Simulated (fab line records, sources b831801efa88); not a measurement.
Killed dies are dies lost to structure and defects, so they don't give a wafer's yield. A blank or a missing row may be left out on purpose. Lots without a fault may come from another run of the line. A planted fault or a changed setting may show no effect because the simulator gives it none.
Which tool did it? | flow gf180mcu | 7 lots, 21 wafers sampled, at 2 steps of a route of 602

WHAT THE GAUGES READ, wafer by wafer
GF_M4_OVL_MEAS_15.
lot  | measured     | on         | M4_OVL (nm)
L342 | day 23 13:04 | overlay-02 | -2 -3 1
L346 | day 24 20:30 | overlay-02 | 7 -8 -2
L348 | day 26 04:06 | overlay-01 | 7 5 -4
L353 | day 27 19:16 | overlay-02 | 10 8 9
L354 | day 28 02:28 | overlay-01 | 3 12 8
L362 | day 29 21:06 | overlay-02 | -2 -1 -4
L364 | day 30 12:07 | overlay-01 | 0 6 0

WHICH TOOL RAN EACH LOT (tool, then ch and the chambers of the sampled wafers, then the start)
lot  | GF_M4_SPUTTER_03
L342 | pvd_sputter-03, day 22 14:17
L346 | pvd_sputter-03, day 23 21:57
L348 | pvd_sputter-01, day 25 06:49
L353 | pvd_sputter-03, day 26 23:17
L354 | pvd_sputter-02, day 27 06:08
L362 | pvd_sputter-03, day 29 02:22
L364 | pvd_sputter-03, day 29 18:17
- GF_M4_SPUTTER_03: material Ti, target thk 10 nm, time 6.7 s.

THE ANSWER, worked out from the rows above alone
Rule: what is usual is taken from the lots themselves. Put in order of their means at a reading, lots are off if they are a third of the lots or fewer, leave a main group of 4 or more, and stand apart from it by a gap of 3 or more times the standard deviation of the main group's means; of several such gaps the widest counts. A main group whose means are all the same, to the digits that the tables above print for the reading, isn't used. A lot without any number at a reading at which 4 lots or more have one is off too. The other lots that the step has rows for count as sound.
No lot is off at any reading shown: from this, nothing can be told.

WHAT THE SIMULATOR HAD PUT IN
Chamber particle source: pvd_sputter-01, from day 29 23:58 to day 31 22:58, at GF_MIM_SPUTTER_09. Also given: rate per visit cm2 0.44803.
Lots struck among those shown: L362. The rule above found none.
